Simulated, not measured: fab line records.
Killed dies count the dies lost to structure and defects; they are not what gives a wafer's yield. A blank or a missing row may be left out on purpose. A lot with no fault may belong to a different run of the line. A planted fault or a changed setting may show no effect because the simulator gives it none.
Which tool was responsible?    flow sky130    14 lots, 42 wafers sampled, at 4 steps of a route of 708

WHAT EACH GAUGE READ, for each wafer
SKY_VT_ADJUST_PCH_TW_MEAS_10. Usual: VT_ADJUST_PCH_TW 142.7, standard deviation 0.93.
lot   measured      on             VT_ADJUST_PCH_TW   flag
L556  day 10 15:41  film metro-03  142.8 142.4 142.5  
L557  day 10 23:10  film metro-03  141.5 142.2 141.8  
L559  day 11 12:58  film metro-02  143.6 143.3 143.8  
L561  day 12 16:34  film metro-04  143.4 143.4 142.8  
L562  day 12 17:07  film metro-04  143.9 142.6 142.6  
L563  day 12 22:52  film metro-02  142.9 143.2 143.0  
L569  day 14 19:52  film metro-02  143.7 144.5 144.7  
L570  day 15 05:13  film metro-02  143.9 143.5 144.2  
L571  day 15 10:51  film metro-03  141.2 141.0 142.0  
L572  day 15 19:25  film metro-03  142.1 140.9 141.1  
L573  day 15 23:03  film metro-04  142.7 141.9 142.4  
L574  day 16 14:52  film metro-02  143.3 143.8 142.8  
L575  day 17 07:09  film metro-02  143.1 142.6 143.6  
L578  day 17 22:17  film metro-02  143.4 143.2 143.6  

SKY_POLY_GATE_OVL_MEAS_14. Usual: POLY_GATE_OVL 4 nm, standard deviation 5.3.
lot   measured      on          POLY_GATE_OVL (nm)  flag
L556  day 16 18:50  overlay-02  12 7 6              
L557  day 16 21:07  overlay-02  11 6 12             
L559  day 18 17:21  overlay-02  11 11 8             
L561  day 19 00:50  overlay-02  3 2 3               
L562  day 19 00:49  overlay-01  10 8 7              
L563  day 19 05:34  overlay-02  8 5 4               
L569  day 21 07:53  overlay-01  -1 -1 2             
L570  day 23 01:43  overlay-01  -7 -11 -7           
L571  day 22 22:17  overlay-01  11 5 -3             
L572  day 23 00:41  overlay-02  7 11 5              
L573  day 23 05:35  overlay-02  6 8 6               
L574  day 23 10:43  overlay-02  1 3 2               
L575  day 24 03:59  overlay-02  8 9 10              
L578  day 24 20:36  overlay-02  -3 -2 3             

WHICH TOOL RAN EACH LOT (tool, then ch and the chambers of the sampled wafers, then the start)
lot   SKY_RES_PROTECT_PEB_05             SKY_RES_PROTECT_STRIP_07
L556  litho track-02 ch 0, day 15 12:19  plasma asher-02 ch 1, day 15 12:44
L557  litho track-02 ch 0, day 15 14:11  plasma asher-02 ch 0,1, day 15 14:38
L559  litho track-02 ch 0, day 16 08:25  plasma asher-04 ch 0,1, day 16 08:50
L561  litho track-04, day 17 15:46       plasma asher-03 ch 0,1, day 17 16:13
L562  litho track-02, day 17 15:34       plasma asher-04 ch 0,1, day 17 15:59
L563  litho track-03 ch 0, day 17 18:38  plasma asher-02 ch 0,1, day 17 19:05
L569  litho track-04 ch 0, day 19 23:31  plasma asher-03 ch 0,1, day 19 23:58
L570  litho track-04 ch 0, day 21 15:29  plasma asher-02 ch 0,1, day 21 15:55
L571  litho track-02 ch 0, day 21 12:59  plasma asher-04 ch 0,1, day 21 13:26
L572  litho track-03 ch 0, day 21 15:14  plasma asher-04 ch 0,1, day 21 15:41
L573  litho track-03 ch 0, day 21 19:05  plasma asher-02 ch 0,1, day 21 19:32
L574  litho track-02 ch 0, day 21 22:35  plasma asher-02 ch 0,1, day 21 23:01
L575  litho track-04 ch 0, day 22 19:19  plasma asher-04 ch 0,1, day 22 19:46
L578  litho track-04 ch 0, day 23 11:41  plasma asher-02 ch 1, day 23 12:07
- SKY_RES_PROTECT_PEB_05
- SKY_RES_PROTECT_STRIP_07: strips in O2/N2.

AS READ BY THE TOOLS THEMSELVES (means over the sampled wafers that have a number; for cases with no such wafer, the mark the record gives instead)
SKY_RES_PROTECT_PEB_05. Usual: exhaust pa at 45.3 Pa, with a standard deviation of 0.9.
lot   tool            exhaust pa (Pa)  flag
L556  litho track-02  44.8             
L557  litho track-02  46.3             
L559  litho track-02  44.5             
L561  litho track-04  -                OFF
L562  litho track-02  -                OFF
L563  litho track-03  44.5             
L569  litho track-04  45.5             
L570  litho track-04  45.2             
L571  litho track-02  44.8             
L572  litho track-03  44.9             
L573  litho track-03  45.0             
L574  litho track-02  44.4             
L575  litho track-04  47.3             
L578  litho track-04  44.6             

SKY_RES_PROTECT_STRIP_07. Usual: drypump motor current A 5.6 A, standard deviation 0.42; n2 flow sccm 299.9 sccm, standard deviation 0.88; oes product au 0.517 a.u., standard deviation 0.0042; strip time to endpoint s 23.30 s, standard deviation 0.041.
lot   tool             drypump motor current A (A)  n2 flow sccm (sccm)  oes product au (a.u.)  strip time to endpoint s (s)  flag
L556  plasma asher-02  5.6                          300.0                0.516                  23.38                         
L557  plasma asher-02  5.1                          299.5                0.519                  23.34                         
L559  plasma asher-04  6.1                          299.5                0.516                  23.28                         
L561  plasma asher-03  5.6                          299.9                0.519                  23.31                         
L562  plasma asher-04  6.1                          299.8                0.518                  23.32                         
L563  plasma asher-02  5.4                          300.4                0.516                  23.29                         
L569  plasma asher-03  5.6                          300.3                0.514                  23.29                         
L570  plasma asher-02  5.2                          299.6                0.516                  23.31                         
L571  plasma asher-04  6.0                          300.0                0.518                  23.31                         
L572  plasma asher-04  6.1                          300.2                0.523                  23.38                         
L573  plasma asher-02  5.4                          300.4                0.516                  23.27                         
L574  plasma asher-02  5.4                          299.8                0.519                  23.28                         
L575  plasma asher-04  6.1                          300.3                0.516                  23.33                         
L578  plasma asher-02  5.6                          300.0                0.521                  23.28                         

THE ANSWER, worked out from the rows above alone
Rule: a lot counts as off when the mean over its wafers that have a number is more than 3 standard deviations away from the usual mean. Also off: a lot with no number at a reading for which 4 or more lots have one. Where the step has rows for the other lots, those lots are counted as sound. The gauges are gone through in route order, then the tools' own readings, and for those a lot's mean is taken as printed above. The first step at which some lot is off is used, and at that step the reading that is off furthest; a lot without a number counts as furthest.
Off at SKY_RES_PROTECT_PEB_05 (exhaust pa): L561, L562. Without a number there: L561, L562.
If a tool, at that step or one of the process steps before it, ran each lot that is off and ran no sound lot following the first of them, it fits. None of those tried fits.

WHAT THE SIMULATOR HAD INSERTED
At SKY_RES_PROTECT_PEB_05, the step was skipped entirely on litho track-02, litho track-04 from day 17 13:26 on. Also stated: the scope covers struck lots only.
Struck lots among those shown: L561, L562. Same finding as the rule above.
